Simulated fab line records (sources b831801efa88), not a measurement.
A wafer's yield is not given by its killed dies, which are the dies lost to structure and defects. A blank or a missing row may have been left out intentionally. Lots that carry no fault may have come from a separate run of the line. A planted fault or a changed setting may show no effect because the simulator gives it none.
A lot that was struck, set against a sound lot | flow gf180mcu | 25 steps out of a route of 602
Sound: these wafers, L897.2, L897.3, L897.4. The struck wafers were L908.3, L908.5, L908.6. The cause is named last.
At each step with rows: each side's tool, then ch and its chambers, then its first start. Under that, the readings that differ: sound wafers | struck wafers | difference of the means | sigmas: that difference in standard deviations of wafers without a fault.
alike: readings with means less than 2 such deviations apart, plus words and numbers identical on both sides. not compared: withheld readings, readings lacking a value on some wafer, bounds such as >300 that could conceal the same value, and numbers that have no deviation in the record and whose values overlap.
A row with sigmas, a row that says differs or no value, or rows on one side alone: a step with any of these is where the two part. Non-overlapping numbers with no deviation appear without sigmas and do not part them. Lack of a reading on every wafer of one side parts them only where that side has two or more wafers.

first, 1 step without rows for these wafers: GF_V4_CLEAN_20 (cleans in DIW).
GF_V4_SPUTTER_21: material Ti, target thk 15 nm, time 80.02 s.
  sound on pvdSputter-02 at day 25 06:38; struck on pvdSputter-01 at day 28 20:11
  alike: throttleValvePct
GF_V4_SPUTTER_22: material TiN, target thk 10 nm, time 40 s.
  sound on pvdSputter-02 at day 25 06:42; struck on pvdSputter-01 at day 28 20:15
  alike: throttleValvePct
then, 1 step without rows for these wafers: GF_V4_CVD_23 (deposits W, target thk 350 nm, time 104.9 s).
GF_V4_RS_MEAS_24: measures by four-point-probe.
  sound on filmMetro-03 at day 25 06:52; struck on filmMetro-02 at day 28 20:27
  alike: V4_W_RS
GF_V4_THK_MEAS_25: measures by xrf.
  sound on filmMetro-03 at day 25 06:59; struck on filmMetro-02 at day 28 20:33
  alike: V4_W_THK
GF_V4_CMP_26: polishes, stops on SiO2, t overpolish 15 s, target thk 0 nm.
  sound on cmp-01 ch 0,2,3, day 25 07:02; struck on cmp-02 ch 0,1,3, day 28 20:41
  alike: motorCurrentA, overpolishRunS, timeToEndpointS
GF_MIM_SPUTTER_00: material Ti, target thk 37.5 nm, time 150 s.
  sound on pvdSputter-01 at day 25 07:20; struck on pvdSputter-04 at day 28 20:53
  alike: throttleValvePct
GF_MIM_SPUTTER_01: material TiN, target thk 30 nm, time 25 s.
  sound on pvdSputter-01 at day 25 07:26; struck on pvdSputter-04 at day 28 20:59
  alike: throttleValvePct
then, 3 steps without rows for these wafers: GF_MIM_SPUTTER_02 (material AlCu, target thk 450 nm, time 23.9 s); GF_MIM_SPUTTER_03 (material Ti, target thk 10 nm, time 6.7 s); GF_MIM_SPUTTER_04 (material TiN, target thk 50 nm, time 41.7 s).
GF_MIM_CVD_05: deposits Si3N4, target thk 42 nm, time 29.086 s.
  sound on pecvd-03 ch 0,2, day 25 07:33; struck on pecvd-01 ch 1,2, day 28 21:07
  no value came back on the struck wafers for heaterPowerOuterW (W), heaterPowerW (W), susceptorTempC (C); on the sound wafers heaterPowerOuterW (W) reads 408 386 408
then, 10 steps without rows for these wafers: GF_MIM_SPUTTER_07 (material TiN, target thk 60 nm, time 50 s); GF_MIM_SPUTTER_08 (material AlCu, target thk 200 nm, time 10.6 s); GF_MIM_SPUTTER_09 (material TiN, target thk 35 nm, time 29.2 s); GF_MIM_DEHYDRATE_12 (time 60 s); GF_MIM_HMDS_13 (prime time 60 s); GF_MIM_COAT_14 (resist thk 1000 nm); GF_MIM_SOFTBAKE_15 (time 60 s); GF_MIM_EXPOSE_16 (exposes mask FuseTop, target cd 2000 nm); GF_MIM_PEB_17; GF_MIM_DEVELOP_18 (develop time 60 s).
GF_MIM_METAL_ETCH_19: etches the open film in Cl2/BCl3, stops on Si3N4, target depth 324.5 nm, time 54.1 s.
  sound on rieMetal-03 ch 0,1, day 26 04:34; struck on rieMetal-04 ch 0, day 29 16:37
reading                       | sound                | struck               | difference | sigmas
oesProductAu (a.u.)           | 0.942 0.940 0.941    | 1.009 1.009 0.997    | +0.064     | +10
throttleValvePct (%)          | 28.284 28.275 28.284 | 28.213 28.226 28.209 | -0.065     | -6
model.etch.depthNm (nm)       | 293.5 296.2 293.6    | 326 326.5 327.3      | +32        | 
model.MIM.featureDepthNm (nm) | 293.5 296.2 293.6    | 326 326.5 327.3      | +32        | 
  alike: drypumpMotorCurrentA
  not compared: rfHoursCounterH
then, 1 step without rows for these wafers: GF_MIM_STRIP_20 (strips in O2/N2).

WHERE THEY PART
At GF_MIM_CVD_05 first; at GF_MIM_METAL_ETCH_19 last (within this record only).

WHY: whatever the simulator had introduced
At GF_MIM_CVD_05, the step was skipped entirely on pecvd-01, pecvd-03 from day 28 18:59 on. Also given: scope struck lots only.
